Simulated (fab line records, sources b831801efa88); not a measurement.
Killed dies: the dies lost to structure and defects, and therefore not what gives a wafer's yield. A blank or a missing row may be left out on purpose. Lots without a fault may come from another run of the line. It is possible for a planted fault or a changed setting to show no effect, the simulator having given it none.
Which of the tools did it? || flow sky130 || 18 wafers from 6 lots sampled at 4 of the route's 708 steps

== WHAT THE GAUGES SHOWED, per wafer ==
SKY_PAD_OPEN_BOW_MEAS_13.
{"lot": "L475", "measured": "day 46 03:56", "on": "film metro-03", "PAD_OPEN_BOW (um)": "53 39 45"}
{"lot": "L477", "measured": "day 47 01:51", "on": "film metro-01", "PAD_OPEN_BOW (um)": "51 52 44"}
{"lot": "L483", "measured": "day 48 04:19", "on": "film metro-03", "PAD_OPEN_BOW (um)": "44 50 62"}
{"lot": "L488", "measured": "day 49 01:49", "on": "film metro-02", "PAD_OPEN_BOW (um)": "39 40 48"}
{"lot": "L490", "measured": "day 49 10:58", "on": "film metro-02", "PAD_OPEN_BOW (um)": "43 41 33"}
{"lot": "L495", "measured": "day 50 15:29", "on": "film metro-01", "PAD_OPEN_BOW (um)": "50 53 54"}

== TOOL THAT RAN EACH LOT (tool first, then ch and the chambers of the sampled wafers, then the start) ==
{"lot": "L475", "SKY_LI_CONTACT_PRE_CLEAN_18": "pvd sputter-03, day 29 18:04", "SKY_VIA4_SPUTTER_17": "pvd sputter-01, day 43 07:33", "SKY_PAD_OPEN_STRIP_08": "plasma asher-01 ch 0,1, day 46 01:50"}
{"lot": "L477", "SKY_LI_CONTACT_PRE_CLEAN_18": "pvd sputter-02, day 31 00:52", "SKY_VIA4_SPUTTER_17": "pvd sputter-03, day 44 06:31", "SKY_PAD_OPEN_STRIP_08": "plasma asher-04 ch 0,1, day 46 23:44"}
{"lot": "L483", "SKY_LI_CONTACT_PRE_CLEAN_18": "pvd sputter-02, day 32 11:02", "SKY_VIA4_SPUTTER_17": "pvd sputter-01, day 45 11:22", "SKY_PAD_OPEN_STRIP_08": "plasma asher-04 ch 0,1, day 48 02:13"}
{"lot": "L488", "SKY_LI_CONTACT_PRE_CLEAN_18": "pvd sputter-01, day 33 16:58", "SKY_VIA4_SPUTTER_17": "pvd sputter-03, day 46 11:49", "SKY_PAD_OPEN_STRIP_08": "plasma asher-02 ch 0,1, day 48 23:40"}
{"lot": "L490", "SKY_LI_CONTACT_PRE_CLEAN_18": "pvd sputter-03, day 34 05:28", "SKY_VIA4_SPUTTER_17": "pvd sputter-01, day 46 20:58", "SKY_PAD_OPEN_STRIP_08": "plasma asher-04 ch 0,1, day 49 08:52"}
{"lot": "L495", "SKY_LI_CONTACT_PRE_CLEAN_18": "pvd sputter-03, day 36 02:07", "SKY_VIA4_SPUTTER_17": "pvd sputter-01, day 48 08:30", "SKY_PAD_OPEN_STRIP_08": "plasma asher-04 ch 0,1, day 50 13:13"}
- SKY_LI_CONTACT_PRE_CLEAN_18: time 5.6 s.
- SKY_VIA4_SPUTTER_17: material TiN, target thk 20 nm, time 80 s.
- SKY_PAD_OPEN_STRIP_08: strips in O2/N2.

== THE ANSWER, worked out from the rows above alone ==
Rule: usual is defined by the lots themselves. The widest of any qualifying gaps counts: lots, ordered by their means at a reading, are off when they make up no more than a third of the lots, leave a main group of 4 or more, and stand apart from it by 3 or more times the standard deviation of that group's means. Not used: any main group whose means are identical at the precision the tables above print for the reading. A lot without any number at a reading at which 4 lots or more have one is off too. The other lots that the step has rows for count as sound.
No lot is off on any of the readings shown, so nothing can be concluded from this.

== WHAT THE SIMULATOR PUT IN ==
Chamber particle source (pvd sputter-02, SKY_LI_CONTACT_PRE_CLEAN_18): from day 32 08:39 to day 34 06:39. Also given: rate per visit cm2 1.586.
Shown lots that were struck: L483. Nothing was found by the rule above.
